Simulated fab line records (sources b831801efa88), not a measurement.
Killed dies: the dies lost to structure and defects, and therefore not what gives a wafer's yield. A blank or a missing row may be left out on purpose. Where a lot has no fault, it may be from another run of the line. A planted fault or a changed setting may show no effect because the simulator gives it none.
2 desks, one fault :: flow sfq-line :: every desk sees just its own numbers, and what lay behind them comes last

## FOR THE TOOL OWNER'S DESK: pecvd-03
The tool's own readings at SFQ_TRILAYER_I3_DEP_PECVD_081 (deposits SiO2 from SiH4/N2O, time 111.11 s, target thk 500 nm): means of the sampled wafers that have a number, for each lot that ran on this tool. The brackets show how far a lot's mean lies from the usual mean; more than 4 standard deviations puts the lot out of limits, marked OUT.
Columns: A = chamber-pressure-Torr at SFQ_TRILAYER_I3_DEP_PECVD_081, usual 2.400 Torr; B = heater-power-outer-w at SFQ_TRILAYER_I3_DEP_PECVD_081, usual 35 W; C = heater-power-w at SFQ_TRILAYER_I3_DEP_PECVD_081, usual 90 W; D = throttle-valve-pct at SFQ_TRILAYER_I3_DEP_PECVD_081, usual 24.2 %
lot: L927
first seen here: day 30 04:25
A: 2.396
B: 27
C: 78
D: 24.5

lot: L929
first seen here: day 30 17:12
A: 2.402
B: 30
C: 83
D: 24.1

lot: L930
first seen here: day 30 19:34
A: 2.403
B: 38
C: 91
D: 23.4

lot: L933
first seen here: day 33 13:58
A: 2.396
B: 34
C: 87
D: 24.3

lot: L938
first seen here: day 35 05:14
A: 2.406
B: 34
C: 85
D: 23.8

lot: L941
first seen here: day 36 15:50
A: 2.401
B: 29
C: 81
D: 25.0
This desk found nothing out of limits on any of the 6 lots.

## THE METROLOGY DESK
Means of the sampled wafers that have a number, per lot and without regard to the tool the lot ran on: this is what the gauges read. The brackets show how far a lot's mean lies from the usual mean; more than 4 standard deviations puts the lot out of limits, marked OUT.
Columns: A = L0_MONX_KI_THK at SFQ_L0_THK_MEAS_902, usual 40.4 nm
lot: L923
first seen here: day 1 17:43
A: 39.8

lot: L927
first seen here: day 2 13:41
A: 39.9

lot: L928
first seen here: day 2 18:41
A: 40.0

lot: L929
first seen here: day 2 23:42
A: 40.7

lot: L930
first seen here: day 3 04:41
A: 39.9

lot: L933
first seen here: day 3 19:41
A: 39.7

lot: L934
first seen here: day 4 00:41
A: 40.8

lot: L935
first seen here: day 4 05:41
A: 40.4

lot: L936
first seen here: day 4 10:41
A: 39.6

lot: L938
first seen here: day 4 20:41
A: 40.5

lot: L941
first seen here: day 5 11:41
A: 41.1

lot: L942
first seen here: day 5 16:41
A: 40.3

lot: L943
first seen here: day 5 21:41
A: 41.1

lot: L944
first seen here: day 6 02:41
A: 40.8

lot: L945
first seen here: day 6 07:41
A: 41.0
This desk found nothing out of limits on any of the 15 lots.

## ALL TOGETHER
Nothing out of limits was seen by the tool owner's desk.
The metrology desk saw nothing out of limits.

## WHAT THE SIMULATOR HAD PUT IN
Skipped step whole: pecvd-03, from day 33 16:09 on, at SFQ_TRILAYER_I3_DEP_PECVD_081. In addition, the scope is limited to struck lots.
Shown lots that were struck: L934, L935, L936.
